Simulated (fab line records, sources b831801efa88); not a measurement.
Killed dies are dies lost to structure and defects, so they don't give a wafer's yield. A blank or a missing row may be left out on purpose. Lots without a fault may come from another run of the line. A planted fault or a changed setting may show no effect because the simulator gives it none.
One fault seen from 2 desks | flow sky130 | each desk has only its own numbers; what lay behind them comes last

THE METROLOGY DESK
What the gauges read, lot by lot, whatever tool the lot ran on: means of the sampled wafers that have a number. A lot is out of limits, marked OUT, if its mean lies more than 4 standard deviations from the usual mean; the brackets give that distance.
Columns: A = LDD_HVN_OVL at SKY_LDD_HVN_OVL_MEAS_07, usual 0.6 nm; B = LDD_HVN_TW at SKY_LDD_HVN_TW_MEAS_10, usual 1436; C = LDD_HVP_OVL at SKY_LDD_HVP_OVL_MEAS_07, usual 0.4 nm
lot  | first seen here | A    | B    | C
L859 | day 21 10:43    | 0.1  | 1442 | -0.8
L865 | day 23 10:51    | -1.1 | 1448 | -0.6
L866 | day 24 01:31    | 1.9  | 1445 | -1.4
L876 | day 27 05:46    | 2.2  | 1452 | -0.1
L877 | day 27 11:34    | -0.9 | 1438 | 1.1
L880 | day 29 01:43    | 0.3  | 1442 | 1.5
This desk's finding: nothing out of limits on any of the 6 lots.

THE TOOL OWNER'S DESK: implanter-04
The tool's own readings at SKY_LDD_HVP_IMPLANT_08: means of the sampled wafers that have a number, for each lot that ran on this tool. A lot is out of limits, marked OUT, if its mean lies more than 4 standard deviations from the usual mean; the brackets give that distance.
Columns: A = dose_ions_cm2 at SKY_LDD_HVP_IMPLANT_08, usual 1.6994e+13
lot  | first seen here | A
L865 | day 24 17:18    | 1.7796e+13 (+42) OUT
L866 | day 25 07:35    | 1.7749e+13 (+40) OUT
L880 | day 30 06:13    | 1.6984e+13
This desk's finding: out of limits on L865, L866; first on L865, day 24 17:18 (dose_ions_cm2 at SKY_LDD_HVP_IMPLANT_08). In limits: L880.

PUT TOGETHER
The tool owner's desk could have raised an alarm at day 24 17:18, on L865, L866.
The metrology desk saw nothing out of limits.
The metrology desk has L865, L866 on record, within its limits.
Of the lots named, all ran SKY_LDD_HVP_IMPLANT_08 on implanter-04.

WHAT THE SIMULATOR HAD PUT IN
Process parameter drift: implanter-04, from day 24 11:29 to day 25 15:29, at SKY_LDD_HVP_IMPLANT_08. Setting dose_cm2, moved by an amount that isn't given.
Lots struck among those shown: L865, L866.
Hours from the fault's start to each desk's first reading out of limits: the tool owner's desk, 6.
